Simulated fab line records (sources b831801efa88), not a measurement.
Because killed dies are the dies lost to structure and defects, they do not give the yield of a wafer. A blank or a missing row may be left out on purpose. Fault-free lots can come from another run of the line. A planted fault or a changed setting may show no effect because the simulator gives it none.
Chamber matching || flow gf180mcu || 4 sister chambers for GF_V5_CMP_04 on cmp-01
The step polishes SiO2. 8 wafers are shown with their chamber, then 7 later ones without.

== WAFERS, EACH WITH ITS CHAMBER ==
{"wafer": "L731.4", "chamber": 0, "motor_current_A (A)": 13.2}
{"wafer": "L731.6", "chamber": 1, "motor_current_A (A)": 13.4}
{"wafer": "L732.5", "chamber": 3, "motor_current_A (A)": 10.0}
{"wafer": "L732.6", "chamber": 0, "motor_current_A (A)": 14.1}
{"wafer": "L734.3", "chamber": 3, "motor_current_A (A)": 10.5}
{"wafer": "L734.4", "chamber": 2, "motor_current_A (A)": 9.4}
{"wafer": "L734.5", "chamber": 1, "motor_current_A (A)": 12.4}
{"wafer": "L735.1", "chamber": 2, "motor_current_A (A)": 9.9}

== WAFERS WITHOUT THEIR CHAMBER ==
{"wafer": "L735.4", "motor_current_A (A)": 10.0}
{"wafer": "L735.5", "motor_current_A (A)": 9.9}
{"wafer": "L736.1", "motor_current_A (A)": 10.3}
{"wafer": "L736.3", "motor_current_A (A)": 12.5}
{"wafer": "L736.4", "motor_current_A (A)": 10.2}
{"wafer": "L737.5", "motor_current_A (A)": 10.6}
{"wafer": "L737.6", "motor_current_A (A)": 12.6}

== CHAMBER TAKEN BY EACH ==
{"wafer": "L735.4", "from the rows above": "can't be placed: 3 or 2", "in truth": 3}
{"wafer": "L735.5", "from the rows above": "can't be placed: 2 or 3", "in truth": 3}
{"wafer": "L736.1", "from the rows above": "can't be placed: 3 or 2", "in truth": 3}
{"wafer": "L736.3", "from the rows above": "can't be placed: 1 or 0", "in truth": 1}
{"wafer": "L736.4", "from the rows above": "can't be placed: 3 or 2", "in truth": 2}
{"wafer": "L737.5", "from the rows above": "can't be placed: 3 or 2", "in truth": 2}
{"wafer": "L737.6", "from the rows above": "can't be placed: 1 or 0", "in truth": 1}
Correctly placed: 0 of 7. Can't be placed from these rows: 7 (the true chamber is among the candidates in 7). Number placed wrongly: 0.
How it was worked out, from the rows above alone: a wafer's distance from a chamber is the root of the sum, over the readings, of the square of ((its reading less the chamber's mean) divided by the reading's scatter). The wafer belongs to the nearest chamber; if the next one is less than 2 further off, it can't be placed. A chamber's mean is the mean of its shown wafers. How the scatter is found: for the shown wafers, subtract from each reading the mean of its chamber, square and add these, divide the total by (wafers less chambers), then take the root.
